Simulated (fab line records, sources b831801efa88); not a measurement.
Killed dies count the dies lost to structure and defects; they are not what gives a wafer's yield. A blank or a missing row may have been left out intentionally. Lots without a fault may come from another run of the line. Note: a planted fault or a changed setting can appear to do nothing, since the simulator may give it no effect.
fab line records | flow sky130
record: lots: 7 wafers: 21 last_day: 50
route steps=708 shown DNWELL@39 PWDE@45
lots that met no fault: from a run of the same line without faults
start_h: hours from the record's first day to the start of the lot's first wafer shown | wait_h: how many hours have passed since the lot's step before this one | " same as the row above | L1.1+2: several wafers, shown together as one row | - either no value or no given start | * or withheld: withheld | < > ~ a bound
route shown NAME@n: a module of which the file shows steps, and the number in the route of the first | usual: mean/standard deviation taken from wafers without a fault | same: alike in all rows | chamber/n: place in a boat | sites: the reading at each site | _std_site: their standard deviation | _edge_site: outer sites' mean less inner sites' | radius_mm: how far each site lies from the wafer's centre | mask NAME#n: copy n | behind: the most recent tool/chamber to have shaped the wafer | hold: why the lot was held/for how many hours/how that ended | device: transistor that didn't switch, given as n, p or np | end of line: tests run on the same wafers once the route is complete | a step without rows: its recipe alone | killed: at the first sort, the dies lost to defects and structure; wafer yield is something else | map: the dies of a wafer, with x for killed, . for not killed, _ for no die there
set.NAME: the run value of the setting; set.NAME@STEP: its run value at that earlier step | model.NAME: the simulator's own value behind a step, which no gauge read
certain route steps with their lots: each step a table, each wafer a row
services: a tool's chamber out of use, with start hour (start_h, from the record's first day; less than 0 if before it), hours out, and reason
== steps ==
step: SKY_DNWELL_EXPOSE_04
recipe: mask_id: DNM na: 0.57 target_cd_nm: 3000 dose_mj: 222
step: SKY_DNWELL_PEB_05
recipe: temp_c: 115 time_s: withheld
step: SKY_DNWELL_DEVELOP_06
recipe: wall_angle_deg: 90 developer: TMAH develop_time_s: 60 dev_temp_c: 23
step: SKY_DNWELL_IMPLANT_07
recipe: species: P energy_kev: withheld dose_cm2: withheld tilt_deg: withheld
step: SKY_DNWELL_STRIP_08
recipe: chemistry: O2/N2 power_w: 1400 pressure_mtorr: 1500 platen_temp_c: withheld o2_flow_sccm: 3000 n2_flow_sccm: 300 overash_fraction: 0.5
usual: drypump_motor_current_A: 5.6/0.58 oes_product_au: 0.723/0.0043 strip_time_to_endpoint_s: 36.95/0.099
columns lot.wafer tool chamber start_h wait_h drypump_motor_current_A oes_product_au rf_hours_counter_h strip_time_to_endpoint_s
L235.2 plasma_asher-04 1 102.67 0.1 5.2 0.722 28 36.93
L235.4 " 1 " " 5.1 0.725 - 37.03
L235.5 " 0 " " 5.6 0.726 - 37.00
L241.1 plasma_asher-03 0 135.78 0.1 5.0 0.721 2 37.06
L241.2 " 1 " " 5.9 0.720 2 37.06
L241.5 " 1 " " 5.9 0.722 - 37.02
L242.3 plasma_asher-02 0 140.85 0.1 6.7 0.722 - 36.99
L242.5 " 0 " " 6.8 0.718 - 37.03
L242.6 " 1 " " 5.3 0.724 - 37.10
L243.1 plasma_asher-02 0 144.47 0.1 6.8 0.725 39 36.87
L243.2 " 1 " " 5.3 0.720 39 37.02
L243.3 " 0 " " 6.8 0.723 - 37.00
L246.2 plasma_asher-04 0 165.67 0.1 5.6 0.719 33 36.90
L246.4 " 0 " " 5.6 0.719 - 36.91
L246.5 " 0 " " 5.6 0.723 - 36.98
L247.2 plasma_asher-02 1 170.02 0.1 5.3 0.723 42 36.89
L247.4 " 0 " " 6.8 0.721 - 36.90
L247.6 " 0 " " 6.7 0.724 - 36.87
L248.1 plasma_asher-03 0 173.52 0.1 5.0 0.717 6 36.99
L248.3 " 1 " " 5.9 0.726 - 36.93
L248.5 " 0 " " 5.0 0.711 - 36.93
step: SKY_DNWELL_TW_MEAS_09
usual: DNWELL_TW: 1108/14
columns lot.wafer tool chamber start_h wait_h DNWELL_TW
L235.2 film_metro-04 - 102.78 0.1 1133
L235.4 " - " " 1129
L235.5 " - " " 1131
L241.1 film_metro-04 - 135.88 0.1 1126
L241.2 " - " " 1133
L241.5 " - " " 1130
L242.3 film_metro-02 - 140.94 0.1 1096
L242.5 " - " " 1102
L242.6 " - " " 1094
L243.1 film_metro-02 - 144.57 0.1 1099
L243.2 " - " " 1098
L243.3 " - " " 1103
L246.2 film_metro-02 - 165.78 0.1 1102
L246.4 " - " " 1104
L246.5 " - " " 1098
L247.2 film_metro-03 - 170.13 0.1 1094
L247.4 " - " " 1094
L247.6 " - " " 1095
L248.1 film_metro-03 - 173.62 0.1 1099
L248.3 " - " " 1100
L248.5 " - " " 1105
step: SKY_PWDE_DEHYDRATE_00
recipe: temp_c: 200 time_s: 60
step: SKY_PWDE_HMDS_01
recipe: prime_time_s: 60 prime_temp_c: 120
step: SKY_PWDE_COAT_02
recipe: spin_rpm: 2000 resist_thk_nm: 3000
step: SKY_PWDE_SOFTBAKE_03
recipe: temp_c: 110 time_s: withheld
step: SKY_PWDE_EXPOSE_04
recipe: mask_id: PWDEM na: 0.6 source_shape: conventional sigma_outer: 0.6 polarization: unpolarized target_cd_nm: 840 dose_mj: 214
step: SKY_PWDE_PEB_05
recipe: temp_c: 115 time_s: withheld
step: SKY_PWDE_DEVELOP_06
recipe: wall_angle_deg: 90 developer: TMAH develop_time_s: 60 dev_temp_c: 23
usual: chill_plate_temp_C: 22.99/0.1 develop_time_s: 60/0
columns lot.wafer tool chamber start_h wait_h chill_plate_temp_C develop_time_s
L235.2 litho_track-02 0 121 - 23.08 60
L235.4 " 0 " " 23.03 60
L235.5 " 0 " " 23.15 60
L241.1 litho_track-01 - 155 - - -
L241.2 " - " " - -
L241.5 " - " " - -
L242.3 litho_track-01 - 160 - - -
L242.5 " - " " - -
L242.6 " - " " - -
L243.1 litho_track-04 - 164 - - -
L243.2 " - " " - -
L243.3 " - " " - -
L246.2 litho_track-02 0 186 - 23.04 60
L246.4 " 0 " " 22.94 60
L246.5 " 0 " " 23.13 60
L247.2 litho_track-04 0 190 - 22.91 60
L247.4 " 0 " " 23.17 60
L247.6 " 0 " " 23.06 60
L248.1 litho_track-04 0 194 - 22.95 60
L248.3 " 0 " " 22.91 60
L248.5 " 0 " " 22.94 60
step: SKY_PWDE_OVL_MEAS_07
usual: PWDE_OVL: 0.2/1.6
columns lot.wafer tool chamber start_h wait_h PWDE_OVL[nm]
L235.2 overlay-01 - 121.78 - -1.7
L235.4 " - " " -0.3
L235.5 " - " " 0.1
L241.1 overlay-02 - 155.58 - -
L241.2 " - " " -
L241.5 " - " " -
L242.3 overlay-02 - 160.24 - -
L242.5 " - " " -
L242.6 " - " " -
L243.1 overlay-02 - 164.32 - -
L243.2 " - " " -
L243.3 " - " " -
L246.2 overlay-02 - 186.23 - 3.7
L246.4 " - " " 1.6
L246.5 " - " " 1.0
L247.2 overlay-02 - 191.03 - -3.3
L247.4 " - " " -2.7
L247.6 " - " " -2.5
L248.1 overlay-02 - 194.82 - 1.8
L248.3 " - " " 2.6
L248.5 " - " " 2.0
== services ==
columns tool chamber start_h hours kind
plasma_asher-03 - 108.75 9.0 pm
plasma_asher-03 0 108.75 9.0 vent_cycle
plasma_asher-03 1 108.75 9.0 vent_cycle
plasma_asher-03 0 117.75 - clean
plasma_asher-03 1 117.75 - clean
plasma_asher-04 - 131.74 15.6 pm
plasma_asher-02 - 172.05 6.5 repair
plasma_asher-04 - 185.71 7.7 repair
plasma_asher-04 - 192.23 6.0 repair
== key ==
first_sign: step: SKY_PWDE_DEVELOP_06 reading: tool_record direction: missing
effect none on later readings
met_at SKY_PWDE_DEVELOP_06
struck_wafers L241.1,L241.2,L241.5,L242.3,L242.5,L242.6,L243.1,L243.2,L243.3
sort_left_out L241.1,L241.2,L241.5,L242.3,L242.5,L242.6,L243.1,L243.2,L243.3
tester_left_out L241,L242,L243
fault: kind: skipped_step_whole tool: litho_track-01,litho_track-04 chamber: - onset_h: 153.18 steps: SKY_PWDE_DEVELOP_06 scope: struck_lots_only
tester_left_out: of these lots the tester's yield and bins aren't shown, on N5 and GAA mostly nor the transistor test; their killed dies are dies lost to structure and defects alone, not to doping, threshold or leakage, so they don't give the yield
sort_left_out: the simulated sort isn't trusted on such a fault, so these wafers' sort isn't shown, and their yield isn't known
